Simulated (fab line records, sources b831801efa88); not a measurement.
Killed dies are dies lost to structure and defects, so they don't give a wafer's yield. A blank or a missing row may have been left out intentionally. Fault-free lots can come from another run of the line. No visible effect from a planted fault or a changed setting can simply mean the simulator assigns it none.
fab line records	flow sky130
record: lots: 6	wafers: 18	last-day: 50
route steps=708 shown METAL2@483 PAD_OPEN@708
lots untouched by any fault: they come from a run of this same line in which no faults occurred
start-h: the number of hours between the record's first day and the start of the first shown wafer of the lot	wait-h: hours from the lot's prior step to this one	" identical to the entry in the row above	L1.1+2: several wafers, shown together as one row	- no value present, or no start provided	* or withheld: withheld	< > ~ a bound
route shown NAME@n: NAME is a module with steps in the file, n the number in the route of the first one	usual: mean/standard deviation of fault-free wafers	same: alike in all rows	chamber/n: place in a boat	sites: per-site readings	_std_site: standard deviation across them	_edge_site: inner sites' mean taken away from outer sites' mean	radius-mm: for every site, how far away it sits from the centre of the wafer	mask NAME#n: copy n	behind: tool/chamber where the wafer was last shaped	hold: what put the lot on hold/how long, in hours/how the hold closed	device: which transistor (n, p or np) failed to switch	end of line: at the end of the route, the tests of the same wafers	where a step has no rows: the recipe by itself	killed: not the wafer's yield, but the dies lost to structure and defects at the first sort	map: a wafer's dies, marking killed ones x, the rest . and places with no die _
set.NAME: the setting the step ran with; set.NAME@STEP: the setting that earlier step ran with	model.NAME: the simulator's own value behind a step, which no gauge read
lots at selected steps of the route; one table per step, one row per wafer
services: a tool's chamber out of use, with start hour (start-h, from the record's first day; less than 0 if before it), hours out, and reason
== steps ==
step: SKY_METAL2_SPUTTER_00
recipe: material: Ti	target-thk-nm: 15	power-w: 3000	time-s: 10	chamber-pressure-pa: 0.4
usual: throttle-valve-pct: 30.2/0.67
lot.wafer	tool	chamber	start-h	wait-h	throttle-valve-pct
L262.1	pvd-sputter-04	-	793.40	0.1	30.9
L262.2	"	-	"	"	30.5
L262.4	"	-	"	"	29.2
L269.1	pvd-sputter-03	-	846.04	0.1	29.9
L269.2	"	-	"	"	29.7
L269.5	"	-	"	"	30.7
L271.3	pvd-sputter-04	-	870.51	0.2	29.4
L271.5	"	-	"	"	30.9
L271.6	"	-	"	"	29.3
L272.2	pvd-sputter-03	-	871.89	0.2	29.8
L272.3	"	-	"	"	30.1
L272.6	"	-	"	"	30.0
L278.1	pvd-sputter-02	-	917.06	0.2	29.6
L278.5	"	-	"	"	30.7
L278.6	"	-	"	"	31.2
L282.2	pvd-sputter-02	-	972.23	0.1	29.5
L282.4	"	-	"	"	30.6
L282.5	"	-	"	"	29.5
step: SKY_METAL2_SPUTTER_01
recipe: material: TiN	target-thk-nm: 20	power-w: 6500	time-s: 16.7	chamber-pressure-pa: 0.4
usual: throttle-valve-pct: 30.2/0.67
lot.wafer	tool	chamber	start-h	wait-h	throttle-valve-pct
L262.1	pvd-sputter-04	-	793.42	0.0	30.8
L262.2	"	-	"	"	30.7
L262.4	"	-	"	"	29.2
L269.1	pvd-sputter-03	-	846.06	0.0	30.1
L269.2	"	-	"	"	29.8
L269.5	"	-	"	"	30.4
L271.3	pvd-sputter-04	-	870.53	0.0	29.4
L271.5	"	-	"	"	30.8
L271.6	"	-	"	"	29.0
L272.2	pvd-sputter-03	-	871.91	0.0	29.7
L272.3	"	-	"	"	30.0
L272.6	"	-	"	"	29.7
L278.1	pvd-sputter-02	-	917.08	0.0	29.5
L278.5	"	-	"	"	30.8
L278.6	"	-	"	"	31.5
L282.2	pvd-sputter-02	-	972.25	0.0	29.5
L282.4	"	-	"	"	30.8
L282.5	"	-	"	"	29.4
step: SKY_METAL2_SPUTTER_02
recipe: material: AlCu	target-thk-nm: 250	power-w: 10600	time-s: 13.3	chamber-pressure-pa: 0.4
usual: throttle-valve-pct: 30.2/0.66
lot.wafer	tool	chamber	start-h	wait-h	throttle-valve-pct
L262.1	pvd-sputter-04	-	793.45	0.0	30.9
L262.2	"	-	"	"	30.6
L262.4	"	-	"	"	29.3
L269.1	pvd-sputter-03	-	846.09	0.0	29.8
L269.2	"	-	"	"	29.5
L269.5	"	-	"	"	30.2
L271.3	pvd-sputter-04	-	870.56	0.0	29.5
L271.5	"	-	"	"	30.7
L271.6	"	-	"	"	29.5
L272.2	pvd-sputter-03	-	871.94	0.0	29.9
L272.3	"	-	"	"	29.9
L272.6	"	-	"	"	29.9
L278.1	pvd-sputter-02	-	917.11	0.0	29.6
L278.5	"	-	"	"	30.7
L278.6	"	-	"	"	31.3
L282.2	pvd-sputter-02	-	972.28	0.0	29.5
L282.4	"	-	"	"	30.5
L282.5	"	-	"	"	29.4
step: SKY_METAL2_SPUTTER_03
recipe: material: Ti	target-thk-nm: 5	power-w: 3000	time-s: 3.3	chamber-pressure-pa: 0.4
step: SKY_METAL2_SPUTTER_04
recipe: material: TiN	target-thk-nm: 70	power-w: 6500	time-s: 58.3	chamber-pressure-pa: 0.4
usual: throttle-valve-pct: 30.2/0.68
lot.wafer	tool	chamber	start-h	wait-h	throttle-valve-pct
L262.1	pvd-sputter-04	-	793.49	0.0	30.9
L262.2	"	-	"	"	30.8
L262.4	"	-	"	"	29.9
L269.1	pvd-sputter-03	-	846.13	0.0	30.2
L269.2	"	-	"	"	29.6
L269.5	"	-	"	"	30.4
L271.3	pvd-sputter-04	-	870.60	0.0	29.5
L271.5	"	-	"	"	31.0
L271.6	"	-	"	"	29.5
L272.2	pvd-sputter-03	-	871.98	0.0	30.0
L272.3	"	-	"	"	29.9
L272.6	"	-	"	"	29.9
L278.1	pvd-sputter-02	-	917.15	0.0	29.3
L278.5	"	-	"	"	30.7
L278.6	"	-	"	"	31.5
L282.2	pvd-sputter-02	-	972.32	0.0	29.2
L282.4	"	-	"	"	30.6
L282.5	"	-	"	"	29.5
step: SKY_METAL2_RS_MEAS_05
recipe: thk-meas-gauge: four-point-probe	reads: TiN_of_METAL2_SPUTTER_04+Ti_of_METAL2_SPUTTER_03+AlCu_of_METAL2_SPUTTER_02+TiN_of_METAL2_SPUTTER_01+Ti_of_METAL2_SPUTTER_00
usual: METAL2_ALCU_RS: 0.1269/0.0017
lot.wafer	tool	chamber	start-h	wait-h	METAL2_ALCU_RS[ohm/sq]
L262.1	film-metro-01	-	793.54	0.0	0.1270
L262.2	"	-	"	"	0.1287
L262.4	"	-	"	"	0.1245
L269.1	film-metro-02	-	846.18	0.0	0.1283
L269.2	"	-	"	"	0.1262
L269.5	"	-	"	"	0.1291
L271.3	film-metro-01	-	870.69	0.1	0.1251
L271.5	"	-	"	"	0.1292
L271.6	"	-	"	"	0.1246
L272.2	film-metro-01	-	872.05	0.0	0.1256
L272.3	"	-	"	"	0.1274
L272.6	"	-	"	"	0.1270
L278.1	film-metro-02	-	917.20	0.0	0.1299
L278.5	"	-	"	"	0.1263
L278.6	"	-	"	"	0.1262
L282.2	film-metro-04	-	972.39	0.0	0.1291
L282.4	"	-	"	"	0.1253
L282.5	"	-	"	"	0.1293
step: SKY_METAL2_THK_MEAS_06
recipe: thk-meas-gauge: xrf	reads: AlCu_of_METAL2_SPUTTER_02
usual: METAL2_ALCU_THK: 248/3.6
lot.wafer	tool	chamber	start-h	wait-h	METAL2_ALCU_THK[nm]
L262.1	film-metro-01	-	793.66	0.1	246
L262.2	"	-	"	"	243
L262.4	"	-	"	"	253
L269.1	film-metro-02	-	846.30	0.1	248
L269.2	"	-	"	"	251
L269.5	"	-	"	"	246
L271.3	film-metro-01	-	870.79	0.1	252
L271.5	"	-	"	"	242
L271.6	"	-	"	"	251
L272.2	film-metro-01	-	872.16	0.1	249
L272.3	"	-	"	"	249
L272.6	"	-	"	"	247
L278.1	film-metro-02	-	917.32	0.1	245
L278.5	"	-	"	"	250
L278.6	"	-	"	"	252
L282.2	film-metro-04	-	972.50	0.1	242
L282.4	"	-	"	"	249
L282.5	"	-	"	"	242
step: SKY_METAL2_DEHYDRATE_07
recipe: temp-c: 200	time-s: 60
step: SKY_METAL2_HMDS_08
recipe: prime-time-s: 60	prime-temp-c: 120
step: SKY_METAL2_COAT_09
recipe: resist: BARC	temp-c: withheld	time-s: withheld	spin-rpm: 3000	resist-thk-nm: 60
step: SKY_METAL2_COAT_10
recipe: resist: KrF-thick	spin-rpm: 3000	resist-thk-nm: 450
step: SKY_METAL2_SOFTBAKE_11
recipe: temp-c: 100	time-s: 87.36	resist: KrF-thick
step: SKY_METAL2_EXPOSE_12
recipe: mask-id: MM2	na: 0.8	source-shape: annular	sigma-inner: 0.55	sigma-outer: 0.85	target-cd-nm: 140	dose-mj: 28
usual: exposure-dose-mJ-cm2: 27.99/0.044
same: na: 0.8
lot.wafer	tool	chamber	start-h	wait-h	mask	exposure-dose-mJ-cm2
L262.1	krf-scanner-02	0	806.65	-	MM2#0	28.02
L262.2	"	0	"	"	MM2#0	27.98
L262.4	"	0	"	"	MM2#0	27.99
L269.1	krf-scanner-01	0	859.99	-	MM2#0	28.06
L269.2	"	0	"	"	MM2#0	28.04
L269.5	"	0	"	"	MM2#0	28.06
L271.3	krf-scanner-02	0	883.49	-	MM2#0	27.28
L271.5	"	0	"	"	MM2#0	27.32
L271.6	"	0	"	"	MM2#0	27.30
L272.2	krf-scanner-02	0	884.77	-	MM2#0	27.26
L272.3	"	0	"	"	MM2#0	27.29
L272.6	"	0	"	"	MM2#0	27.30
L278.1	krf-scanner-01	0	929.37	-	MM2#0	28.04
L278.5	"	0	"	"	MM2#0	28.02
L278.6	"	0	"	"	MM2#0	28.04
L282.2	krf-scanner-01	0	984.28	-	MM2#0	28.00
L282.4	"	0	"	"	MM2#0	28.02
L282.5	"	0	"	"	MM2#0	28.03
step: SKY_METAL2_PEB_13
recipe: peb-temp-c: withheld	peb-time-s: withheld	resist: KrF-thick
step: SKY_METAL2_DEVELOP_14
recipe: develop-time-s: 60	resist: KrF-thick	dev-temp-c: 21
step: SKY_METAL2_CD_MEAS_15
recipe: target-cd-nm: 140
usual: cd-nm: 139.7/1.8
lot.wafer	tool	chamber	start-h	wait-h	cd-nm
L262.1	cd-sem-02	-	819.29	-	141.3
L262.2	"	-	"	"	140.0
L262.4	"	-	"	"	141.8
L269.1	cd-sem-02	-	872.30	-	140.3
L269.2	"	-	"	"	138.6
L269.5	"	-	"	"	139.5
L271.3	cd-sem-01	-	896.34	-	141.9
L271.5	"	-	"	"	143.7
L271.6	"	-	"	"	144.5
L272.2	cd-sem-02	-	897.47	-	143.3
L272.3	"	-	"	"	145.0
L272.6	"	-	"	"	144.5
L278.1	cd-sem-01	-	941.47	-	141.5
L278.5	"	-	"	"	141.5
L278.6	"	-	"	"	142.9
L282.2	cd-sem-02	-	995.72	-	138.8
L282.4	"	-	"	"	140.8
L282.5	"	-	"	"	139.6
step: SKY_METAL2_OVL_MEAS_16
usual: METAL2_OVL: -4/5.9
lot.wafer	tool	chamber	start-h	wait-h	METAL2_OVL[nm]
L262.1	overlay-01	-	819.41	0.1	-4
L262.2	"	-	"	"	-12
L262.4	"	-	"	"	-11
L269.1	overlay-01	-	872.42	0.1	2
L269.2	"	-	"	"	1
L269.5	"	-	"	"	1
L271.3	overlay-01	-	896.44	0.1	-6
L271.5	"	-	"	"	-15
L271.6	"	-	"	"	-14
L272.2	overlay-02	-	897.58	0.1	7
L272.3	"	-	"	"	-10
L272.6	"	-	"	"	8
L278.1	overlay-02	-	941.59	0.1	0
L278.5	"	-	"	"	4
L278.6	"	-	"	"	6
L282.2	overlay-01	-	995.83	0.1	-1
L282.4	"	-	"	"	-10
L282.5	"	-	"	"	-3
step: SKY_METAL2_DESCUM_17
recipe: chemistry: O2	source-power-w: 150	bias-power-w: 0	pressure-mtorr: 10	temp-c: 40	time-s: 8
usual: drypump-motor-current-A: 6.0/0.49	oes-product-au: 1.003/0.011	temp-c: 40.02/0.12
same: bias-power-w: 0
lot.wafer	tool	chamber	start-h	wait-h	drypump-motor-current-A	oes-product-au	rf-hours-counter-h	temp-c	model.METAL2.cd-nm
L262.1	rie-metal-03	0	819.44	0.0	6.3	0.999	10	40.09	141.8
L262.2	"	1	"	"	5.8	1.022	1	40.08	138.8
L262.4	"	1	"	"	5.8	1.023	-	40.25	140.5
L269.1	rie-metal-01	1	872.46	0.0	5.0	0.973	2	39.96	140
L269.2	"	0	"	"	5.7	1.015	4	40.01	138.7
L269.5	"	1	"	"	5.0	0.986	-	39.96	139.3
L271.3	rie-metal-03	0	896.47	0.0	6.3	0.996	-	39.90	142.2
L271.5	"	1	"	"	5.8	1.011	-	39.99	143.6
L271.6	"	0	"	"	6.3	1.001	-	39.97	145
L272.2	rie-metal-03	0	897.61	0.0	6.3	0.994	13	39.87	144.2
L272.3	"	1	"	"	5.8	1.013	-	39.92	144.9
L272.6	"	1	"	"	5.8	1.023	-	39.98	144.5
L278.1	rie-metal-01	0	941.63	0.0	5.7	0.997	7	39.98	141.3
L278.5	"	1	"	"	5.0	0.999	-	40.24	140.8
L278.6	"	0	"	"	5.7	1.000	-	40.17	142.9
L282.2	rie-metal-03	0	995.86	0.0	6.3	0.999	17	40.00	138.9
L282.4	"	0	"	"	6.3	0.998	-	40.09	141.1
L282.5	"	0	"	"	6.3	1.002	-	40.03	139.7
step: SKY_METAL2_ETCH_18
recipe: chemistry: N2/H2	target: BARC	ion-energy-ev: 200	bias-w: 100	pressure-mtorr: 30	n2-flow-sccm: 100	h2-flow-sccm: 200	icp-w: 500	stop-on: SiO2	time-s: 45.9	target-depth-a: 600
usual: drypump-motor-current-A: 6.0/0.5	oes-product-au: 0.855/0.0045	throttle-valve-pct: 13.226/0.0087
lot.wafer	tool	chamber	start-h	wait-h	drypump-motor-current-A	oes-product-au	rf-hours-counter-h	throttle-valve-pct	model.METAL2.cd-nm
L262.1	rie-metal-03	0	819.47	0.0	6.3	0.856	10	13.228	141.6
L262.2	"	1	"	"	5.8	0.854	1	13.209	140.7
L262.4	"	1	"	"	5.8	0.853	-	13.229	141.6
L269.1	rie-metal-01	1	872.49	0.0	5.0	0.851	2	13.220	139.4
L269.2	"	0	"	"	5.7	0.862	4	13.218	138.3
L269.5	"	1	"	"	5.0	0.851	-	13.226	139.1
L271.3	rie-metal-03	0	896.51	0.0	6.3	0.853	-	13.223	142.7
L271.5	"	1	"	"	5.8	0.857	-	13.207	145.4
L271.6	"	0	"	"	6.3	0.849	-	13.217	145.8
L272.2	rie-metal-03	0	897.64	0.0	6.3	0.869	13	13.213	144.9
L272.3	"	1	"	"	5.8	0.857	-	13.223	146.8
L272.6	"	1	"	"	5.8	0.856	-	13.231	146.8
L278.1	rie-metal-01	0	941.66	0.0	5.7	0.860	7	13.232	141.9
L278.5	"	1	"	"	5.0	0.850	-	13.233	140.2
L278.6	"	0	"	"	5.7	0.847	-	13.239	143.5
L282.2	rie-metal-03	0	995.89	0.0	6.3	0.852	17	13.238	138.9
L282.4	"	0	"	"	6.3	0.854	-	13.226	140.8
L282.5	"	0	"	"	6.3	0.860	-	13.240	139.7
step: SKY_METAL2_METAL_ETCH_19
recipe: target-depth-a: 3600	stop-on: SiO2	over-etch-frac: 0.3	time-s: 78	chemistry: Cl2/BCl3	resist-sidewall-deg: 88	pressure-mtorr: 10	icp-w: 900	bias-w: 48.5	Cl2_flow_sccm: 60	bcl3-flow-sccm: 30
usual: bcl3-flow-sccm: 30.00/0.089	drypump-motor-current-A: 6.0/0.5	oes-product-au: 0.855/0.0064	throttle-valve-pct: 22.264/0.01
lot.wafer	tool	chamber	start-h	wait-h	bcl3-flow-sccm	drypump-motor-current-A	oes-product-au	rf-hours-counter-h	throttle-valve-pct
L262.1	rie-metal-03	0	819.54	0.0	30.06	6.3	0.851	10	22.264
L262.2	"	1	"	"	30.03	5.8	0.852	1	22.258
L262.4	"	1	"	"	30.09	5.8	0.867	-	22.260
L269.1	rie-metal-01	1	872.55	0.0	30.27	5.0	0.845	2	22.269
L269.2	"	0	"	"	30.09	5.7	0.867	4	22.265
L269.5	"	1	"	"	30.10	5.0	0.852	-	22.250
L271.3	rie-metal-03	0	896.58	0.1	29.93	6.3	0.858	-	22.246
L271.5	"	1	"	"	29.98	5.8	0.862	-	22.272
L271.6	"	0	"	"	30.05	6.3	0.862	-	22.271
L272.2	rie-metal-03	0	897.70	0.0	29.99	6.3	0.865	13	22.278
L272.3	"	1	"	"	29.88	5.8	0.849	-	22.261
L272.6	"	1	"	"	30.05	5.8	0.858	-	22.265
L278.1	rie-metal-01	0	941.72	0.0	30.16	5.7	0.854	7	22.267
L278.5	"	1	"	"	30.08	5.0	0.855	-	22.258
L278.6	"	0	"	"	30.02	5.7	0.860	-	22.269
L282.2	rie-metal-03	0	995.96	0.0	30.05	6.3	0.849	17	22.255
L282.4	"	0	"	"	30.05	6.3	0.849	-	22.265
L282.5	"	0	"	"	29.98	6.2	0.853	-	22.276
step: SKY_PAD_OPEN_PROBE_99
usual: defect-limited-yield: 82.3/2	killed_at_M0_to_M3: 43/6.8	killed_at_M4_up: 3.2/1.9	killed-at-contacts: 24/5	killed-at-front-end: 16/4.9	killed-at-other: 0.4/0.76	killed-dies: 87/10	killed-on-rim: 17/3.9	killed-open: 47/7.3	killed-short: 39/6.2	sort_bin_3_pad_short: 0.9/0.4	sort_bin_5_function: 10.5/1.5	sort_bin_6_memory: 6.4/1.2	sort-n-pass: 405/10	sort-yield-pct: 82.3/2
same: gross-dies: 492	killed-at-back-side: 0	sort_bin_4_leakage[%]: 0	sort_bin_8_speed[%]: 0
lot.wafer	tool	chamber	start-h	wait-h	defect-limited-yield[%]	killed_at_M0_to_M3	killed_at_M4_up	killed-at-contacts	killed-at-front-end	killed-at-other	killed-dies	killed-on-rim	killed-open	killed-short	sort_bin_3_pad_short[%]	sort_bin_5_function[%]	sort_bin_6_memory[%]	sort-n-pass	sort-yield-pct[%]
L262.1	prober-01	-	1074.32	0.1	83.3	40	3	24	14	1	82	10	49	33	0.2	10.6	5.9	410	83.3
L262.2	prober-01	-	1074.37	0.1	83.7	45	1	24	10	0	80	18	44	36	1.4	10.0	4.9	412	83.7
L262.4	prober-01	-	1074.47	0.2	77.4	52	6	31	22	0	111	18	58	53	1.8	14.6	6.1	381	77.4
L269.1	prober-02	-	1115.60	0.1	84.6	34	2	18	22	0	76	11	34	42	0.8	8.7	5.9	416	84.6
L269.2	prober-02	-	1115.65	0.1	80.7	45	6	29	15	0	95	17	55	40	0.8	10.0	8.5	397	80.7
L269.5	prober-02	-	1115.80	0.2	84.6	39	2	17	18	0	76	15	44	32	1.2	9.3	4.9	416	84.6
L271.3	prober-02	-	1134.43	0.2	81.7	53	2	19	16	0	90	17	42	48	0.6	11.8	5.9	402	81.7
L271.5	prober-02	-	1134.53	0.2	79.9	51	1	20	27	0	99	25	55	44	1.2	12.6	6.3	393	79.9
L271.6	prober-02	-	1134.58	0.2	78.3	56	2	31	18	0	107	15	52	55	0.8	12.4	8.5	385	78.3
L272.2	prober-01	-	1135.64	0.1	80.3	49	3	27	16	2	97	18	53	44	1.6	12.4	5.7	395	80.3
L272.3	prober-01	-	1135.69	0.2	82.5	42	5	20	19	0	86	18	49	37	0.8	11.0	5.7	406	82.5
L272.6	prober-01	-	1135.84	0.2	81.5	44	5	22	19	1	91	20	54	37	1.0	11.4	6.1	401	81.5
L282.2	prober-01	-	1203.74	0.1	83.9	40	8	17	13	1	79	17	40	39	1.4	8.7	5.9	413	83.9
L282.4	prober-01	-	1203.84	0.2	81.9	43	7	28	11	0	89	18	52	37	0.4	9.3	8.3	403	81.9
L282.5	prober-01	-	1203.89	0.2	82.7	40	6	23	16	0	85	13	50	35	0.8	10.2	6.3	407	82.7
killed by level:class
L262.1 VIA1:geometric-particle:open=11 VIA3:geometric-particle:open=10 LI_CONTACT:geometric-particle:open=8 CONTACT:geometric-particle:open=7 FIELD_ISO:geometric-particle:short=5 LI_CONTACT:geometric-particle:short=5 VIA1:geometric-particle:short=5 FIELD_ISO:geometric-particle:open=4
L262.2 VIA2:geometric-particle:open=9 VIA1:geometric-particle:short=8 LI_CONTACT:geometric-particle:open=7 VIA1:geometric-particle:open=6 VIA3:geometric-particle:open=6 CONTACT:geometric-particle:open=5 LOCAL_INTERCONNECT:geometric-particle:short=4 CONTACT:geometric-particle:short=4
L262.4 VIA1:geometric-particle:open=14 CONTACT:geometric-particle:open=11 VIA2:geometric-particle:open=9 LI_CONTACT:geometric-particle:short=7 LI_CONTACT:geometric-particle:open=6 METAL2:geometric-particle:short=6 FIELD_ISO:geometric-particle:short=5 POLY_GATE:geometric-particle:short=5
L269.1 FIELD_ISO:geometric-particle:short=7 METAL2:geometric-particle:short=6 POLY_GATE:geometric-particle:open=5 POLY_GATE:geometric-particle:short=5 LI_CONTACT:geometric-particle:open=5 VIA1:geometric-particle:short=5 VIA1:geometric-particle:open=5 VIA3:geometric-particle:open=5
L269.2 VIA1:geometric-particle:open=11 CONTACT:geometric-particle:open=10 VIA3:geometric-particle:open=8 CONTACT:geometric-particle:short=7 LI_CONTACT:geometric-particle:open=6 METAL2:geometric-particle:short=6 METAL4:geometric-particle:short=5 METAL1:geometric-particle:short=5
L269.5 VIA1:geometric-particle:open=12 FIELD_ISO:geometric-particle:open=8 VIA2:geometric-particle:open=6 METAL2:geometric-particle:short=5 CONTACT:geometric-particle:open=4 FIELD_ISO:geometric-particle:short=4 VIA3:geometric-particle:open=4 LI_CONTACT:geometric-particle:short=3
L271.3 METAL1:geometric-particle:short=10 VIA2:geometric-particle:open=8 VIA1:geometric-particle:open=8 POLY_GATE:geometric-particle:open=6 LI_CONTACT:geometric-particle:open=6 VIA1:geometric-particle:short=6 METAL2:geometric-particle:short=6 POLY_GATE:geometric-particle:short=4
L271.5 METAL1:geometric-particle:short=10 POLY_GATE:geometric-particle:open=9 VIA1:geometric-particle:short=9 VIA1:geometric-particle:open=9 VIA3:geometric-particle:open=9 FIELD_ISO:geometric-particle:open=7 LI_CONTACT:geometric-particle:open=7 CONTACT:geometric-particle:open=7
L271.6 METAL1:geometric-particle:short=12 VIA3:geometric-particle:short=8 LI_CONTACT:geometric-particle:open=8 CONTACT:geometric-particle:open=8 VIA1:geometric-particle:open=8 VIA3:geometric-particle:open=8 VIA2:geometric-particle:open=6 POLY_GATE:geometric-particle:open=5
L272.2 VIA2:geometric-particle:open=10 CONTACT:geometric-particle:open=9 VIA1:geometric-particle:open=9 METAL2:geometric-particle:short=8 LI_CONTACT:geometric-particle:open=6 CONTACT:geometric-particle:short=6 VIA1:geometric-particle:short=6 FIELD_ISO:geometric-particle:open=5
L272.3 VIA1:geometric-particle:open=10 VIA3:geometric-particle:open=8 FIELD_ISO:geometric-particle:open=7 CONTACT:geometric-particle:open=6 METAL4:geometric-particle:short=5 LI_CONTACT:geometric-particle:open=5 LOCAL_INTERCONNECT:geometric-particle:short=5 VIA2:geometric-particle:open=5
L272.6 CONTACT:geometric-particle:open=10 VIA1:geometric-particle:open=10 FIELD_ISO:geometric-particle:open=7 VIA3:geometric-particle:open=7 LI_CONTACT:geometric-particle:open=6 VIA2:geometric-particle:open=6 VIA2:geometric-particle:short=5 METAL4:geometric-particle:short=5
L282.2 VIA3:geometric-particle:open=7 VIA2:geometric-particle:open=7 METAL4:geometric-particle:short=7 FIELD_ISO:geometric-particle:open=5 METAL2:geometric-particle:short=5 CONTACT:geometric-particle:open=5 VIA1:geometric-particle:open=5 LOCAL_INTERCONNECT:geometric-particle:short=4
L282.4 VIA3:geometric-particle:open=12 VIA1:geometric-particle:open=9 CONTACT:geometric-particle:open=8 LOCAL_INTERCONNECT:geometric-particle:short=7 METAL1:geometric-particle:short=7 LI_CONTACT:geometric-particle:open=6 FIELD_ISO:geometric-particle:open=4 CONTACT:geometric-particle:short=4
L282.5 VIA3:geometric-particle:open=11 CONTACT:geometric-particle:open=10 POLY_GATE:geometric-particle:open=7 CONTACT:geometric-particle:short=6 VIA1:geometric-particle:open=6 METAL2:geometric-particle:short=6 FIELD_ISO:geometric-particle:short=4 LI_CONTACT:geometric-particle:open=4
== services ==
tool	chamber	start-h	hours	kind
rie-metal-03	1	770.67	-	clean
rie-metal-03	1	770.67	18.5	scheduled-down
rie-metal-03	1	770.67	18.5	vent-cycle
krf-scanner-02	-	770.83	1.0	repair
krf-scanner-01	-	771.90	1.0	repair
krf-scanner-01	-	791.73	0.8	pm
krf-scanner-01	-	800.54	1.0	pm
pvd-sputter-03	-	816.46	1.0	repair
rie-metal-03	-	820.65	0.4	repair
pvd-sputter-04	-	848.46	4.0	repair
pvd-sputter-04	-	848.78	3.6	repair
krf-scanner-02	-	867.11	0.8	pm
rie-metal-03	0	888.68	1.4	repair
pvd-sputter-03	-	904.31	11.2	repair
krf-scanner-01	-	907.16	0.8	pm
krf-scanner-01	-	911.36	1.3	pm
krf-scanner-02	-	925.13	1.3	pm
krf-scanner-02	-	927.11	1.0	pm
krf-scanner-01	-	947.39	7.2	pm
krf-scanner-02	-	960.36	0.6	repair
krf-scanner-01	-	961.01	0.8	pm
krf-scanner-01	-	969.54	1.0	pm
krf-scanner-01	-	978.36	4.4	pm
pvd-sputter-04	-	988.84	52.3	repair
== key ==
first-sign: step: SKY_METAL2_EXPOSE_12	reading: exposure-dose-mJ-cm2	direction: down	sigmas: 16	usual: *	struck: *
effect: step: SKY_METAL2_CD_MEAS_15	reading: cd-nm	direction: up	sigmas: 2.3	usual: 139.7	struck: 143.8
model-effect: step: SKY_METAL2_DESCUM_17	value: METAL2.cd-nm	without: 139.4	struck: 144.1
model-effect: step: SKY_METAL2_ETCH_18	value: METAL2.cd-nm	without: 140.7	struck: 145.4
met-at SKY_METAL2_EXPOSE_12
struck-wafers L271.3,L271.5,L271.6,L272.2,L272.3,L272.6
onset-between 806.65 883.49
fault: kind: process-parameter-drift	tool: krf-scanner-02	chamber: -	onset-h: 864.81	steps: SKY_METAL2_EXPOSE_12	channel: dose-mj	offset: -0.67204	shape: step	acts-in: these-recipes-only	stated: 28
